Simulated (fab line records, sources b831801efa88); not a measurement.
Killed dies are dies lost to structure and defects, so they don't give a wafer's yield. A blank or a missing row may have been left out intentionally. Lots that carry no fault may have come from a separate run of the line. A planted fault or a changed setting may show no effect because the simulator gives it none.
Which tool was responsible?	flow gf180mcu	36 wafers from 12 lots sampled at 6 of the route's 602 steps

== WHAT THE GAUGES SHOWED, per wafer ==
GF_STI_BOW_MEAS_00. Usual: INCOMING_BOW gives 0 um (standard deviation 6.7).
lot	measured	on	INCOMING_BOW (um)	flag
L236	day 1 10:00	film metro-03	-4 -8 -2	
L241	day 2 11:04	film metro-03	-9 -6 6	
L243	day 2 21:01	film metro-01	0 -3 -4	
L244	day 3 02:00	film metro-01	-2 -4 -1	
L251	day 4 13:01	film metro-01	7 10 4	
L253	day 4 23:01	film metro-01	6 3 12	
L254	day 5 04:00	film metro-04	5 -1 10	
L255	day 5 09:04	film metro-01	-7 16 2	
L256	day 5 14:00	film metro-04	-3 1 -6	
L257	day 5 19:01	film metro-04	-10 0 -7	
L258	day 6 00:01	film metro-04	3 7 9	
L259	day 6 05:01	film metro-04	16 3 2	

GF_HV_LDD_TW_MEAS_11. Usual: HV_LDD_TW gives 2415 (standard deviation 22).
lot	measured	on	HV_LDD_TW	flag
L236	day 10 05:44	film metro-02	2377 2395 2392	
L241	day 11 14:23	film metro-04	2431 2456 2456	
L243	day 12 05:39	film metro-02	2389 2383 2388	
L244	day 12 10:19	film metro-04	2416 2419 2417	
L251	day 14 23:17	film metro-02	2406 2394 2410	
L253	day 15 09:27	film metro-04	2435 2419 2417	
L254	day 15 17:05	film metro-03	2551 2568 2556	OFF
L255	day 15 23:51	film metro-03	2561 2557 2566	OFF
L256	day 16 11:43	film metro-04	2591 2603 2600	OFF
L257	day 16 11:45	film metro-03	2392 2407 2421	
L258	day 16 22:10	film metro-02	2385 2389 2371	
L259	day 17 02:51	film metro-02	2377 2379 2388	

GF_HV_LDD_RS_MEAS_53: measurement is done with a four-point probe. Usual: HV_LDD_RS gives 418.2 ohm/sq (standard deviation 0.89).
lot	measured	on	HV_LDD_RS (ohm/sq)	flag
L236	day 12 15:43	film metro-04	420.1 418.7 418.9	
L241	day 14 02:29	film metro-04	417.7 417.7 416.7	
L243	day 14 19:22	film metro-03	417.6 418.1 417.2	
L244	day 14 23:50	film metro-02	418.4 418.6 418.9	
L251	day 17 19:25	film metro-03	417.4 418.2 417.4	
L253	day 18 05:48	film metro-04	417.4 417.8 417.1	
L254	day 18 14:39	film metro-03	413.6 413.4 412.0	OFF
L255	day 18 22:20	film metro-04	413.1 413.4 414.3	OFF
L256	day 19 11:05	film metro-04	412.6 413.3 413.8	OFF
L257	day 19 12:01	film metro-02	419.0 419.5 418.6	
L258	day 19 23:25	film metro-02	419.3 419.3 421.0	
L259	day 20 03:14	film metro-02	416.8 418.7 418.3	

== WHICH TOOL RAN EACH LOT (tool, then ch and the chambers of the sampled wafers, then the start) ==
lot	GF_STI_ETCH_13	GF_STI_CMP_25	GF_HV_LDD_IMPLANT_09
L236	rie diel-04 ch 0,1,3, day 2 04:38	cmp-02 ch 1,2, day 2 06:35	implanter-01 ch 0, day 10 05:29
L241	rie diel-04 ch 2,3, day 3 02:52	cmp-02 ch 0,3, day 3 04:52	implanter-01 ch 0, day 11 14:11
L243	rie diel-03 ch 0,2, day 3 14:29	cmp-01 ch 1,2, day 3 16:32	implanter-03 ch 0, day 12 05:25
L244	rie diel-03 ch 1,2,3, day 3 18:56	cmp-02 ch 2,3, day 3 20:57	implanter-01 ch 0, day 12 10:04
L251	rie diel-02 ch 0,2, day 5 08:02	cmp-01 ch 0,2, day 5 11:19	implanter-04 ch 0, day 14 23:03
L253	rie diel-02 ch 1,2,3, day 5 17:47	cmp-02 ch 1,2, day 5 19:52	implanter-04 ch 0, day 15 09:13
L254	rie diel-03 ch 0,2,3, day 5 22:17	cmp-02 ch 0,1, day 6 01:40	implanter-01 ch 0, day 15 16:50
L255	rie diel-03 ch 1,2, day 6 05:04	cmp-02 ch 1,2, day 6 08:06	implanter-01 ch 0, day 15 23:39
L256	rie diel-02 ch 0,1,2, day 6 10:17	cmp-02 ch 1,2,3, day 6 12:50	implanter-01 ch 0, day 16 11:28
L257	rie diel-04 ch 0,1,2, day 6 15:20	cmp-02 ch 0,2,3, day 6 17:19	implanter-04 ch 0, day 16 11:31
L258	rie diel-04 ch 0,2,3, day 6 20:28	cmp-02 ch 0,1,2, day 7 00:13	implanter-04 ch 0, day 16 21:56
L259	rie diel-02 ch 1,3, day 7 00:40	cmp-01 ch 1,2, day 7 02:36	implanter-04 ch 0, day 17 02:37
- GF_STI_ETCH_13: etches the open film in CHF3/O2, stops on Si, target depth 282.31 nm, time 112.9 s.
- GF_STI_CMP_25: polishes, stops on Si3N4, t overpolish 33 s, target thk 524.6 nm.
- GF_HV_LDD_IMPLANT_09

== AS READ BY THE TOOLS THEMSELVES (means over the sampled wafers that have a number; for cases with no such wafer, the mark the record gives instead) ==
GF_STI_ETCH_13. Usual: drypump motor current A 5.70 A, standard deviation 0.25; oes product au 0.837 a.u., standard deviation 0.0067; throttle valve pct 8.813 %, standard deviation 0.0092.
lot	tool	drypump motor current A (A)	oes product au (a.u.)	throttle valve pct (%)	flag
L236	rie diel-04	5.87	0.838	8.819	
L241	rie diel-04	5.62	0.834	8.811	
L243	rie diel-03	5.81	0.834	8.814	
L244	rie diel-03	5.77	0.838	8.812	
L251	rie diel-02	5.45	0.834	8.814	
L253	rie diel-02	5.55	0.838	8.817	
L254	rie diel-03	5.83	0.842	8.813	
L255	rie diel-03	5.59	0.840	8.818	
L256	rie diel-02	5.59	0.845	8.828	
L257	rie diel-04	5.81	0.850	8.801	
L258	rie diel-04	5.81	0.835	8.815	
L259	rie diel-02	5.55	0.834	8.811	

GF_STI_CMP_25. Usual: head pressure psi 3.999 psi, standard deviation 0.0096; motor current A 12.5 A, standard deviation 0.98; overpolish run s 33.000 s, standard deviation 0.008; time to endpoint s 123 s, standard deviation 6.
lot	tool	head pressure psi (psi)	motor current A (A)	overpolish run s (s)	time to endpoint s (s)	flag
L236	cmp-02	3.998	13.0	33.000	123	
L241	cmp-02	4.004	12.0	32.997	120	
L243	cmp-01	3.995	11.9	33.008	127	
L244	cmp-02	3.996	12.3	33.002	127	
L251	cmp-01	4.005	13.4	32.999	127	
L253	cmp-02	4.004	13.3	33.001	124	
L254	cmp-02	4.004	12.4	33.003	121	
L255	cmp-02	3.997	12.3	32.995	125	
L256	cmp-02	3.996	12.6	33.002	122	
L257	cmp-02	4.006	12.0	33.000	119	
L258	cmp-02	3.996	11.9	33.002	123	
L259	cmp-01	3.992	11.4	33.001	135	

GF_HV_LDD_IMPLANT_09. Usual: 40.001 for beam energy keV, sd 0.012.
lot	tool	beam energy keV	flag
L236	implanter-01	40.004	
L241	implanter-01	39.981	
L243	implanter-03	39.994	
L244	implanter-01	40.001	
L251	implanter-04	39.999	
L253	implanter-04	39.995	
L254	implanter-01	49.622	OFF
L255	implanter-01	49.644	OFF
L256	implanter-01	49.629	OFF
L257	implanter-04	40.011	
L258	implanter-04	39.995	
L259	implanter-04	39.989	

== THE ANSWER, worked out from the rows above alone ==
Rule: take the mean of a lot's wafers that have a number; if it is more than 3 standard deviations from the usual mean, the lot is off. Also off: a lot with no number at a reading for which 4 or more lots have one. All remaining lots with rows at the step are treated as sound. After the gauges, taken in route order, come the tools' own readings; for these a lot's mean is taken, as printed above. At the first step where some lot is off, the reading lying furthest off is the one used; lots without a number count as furthest.
Off: L254, L255, L256, at GF_HV_LDD_TW_MEAS_11 (HV_LDD_TW).
If a tool, at a process step before that reading, ran all the lots that are off and no sound lot after the first of them, it fits. The gauges at GF_HV_LDD_TW_MEAS_11 aren't tried: what is off there is off at GF_HV_LDD_IMPLANT_09 too, on other tools, and a gauge's error can't cause that. One fits: GF_HV_LDD_IMPLANT_09 on implanter-01. Its last sound lot is L244 (day 12 10:04), its first lot that is off L254 (day 15 16:50): a fault that began between those two fits.
On the lots that are off, the tool's own readings at GF_HV_LDD_IMPLANT_09 differ by more than 5 times the standard deviation of the sound lots' means, which bears it out; beam energy keV reads 49.632 there versus 39.997 on the sound lots.

== WHAT THE SIMULATOR PUT IN ==
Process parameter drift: implanter-01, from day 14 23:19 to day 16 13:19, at GF_HV_LDD_IMPLANT_09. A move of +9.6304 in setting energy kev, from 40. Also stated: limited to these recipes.
Lots struck among those shown: L254, L255, L256. The rule above found the same.
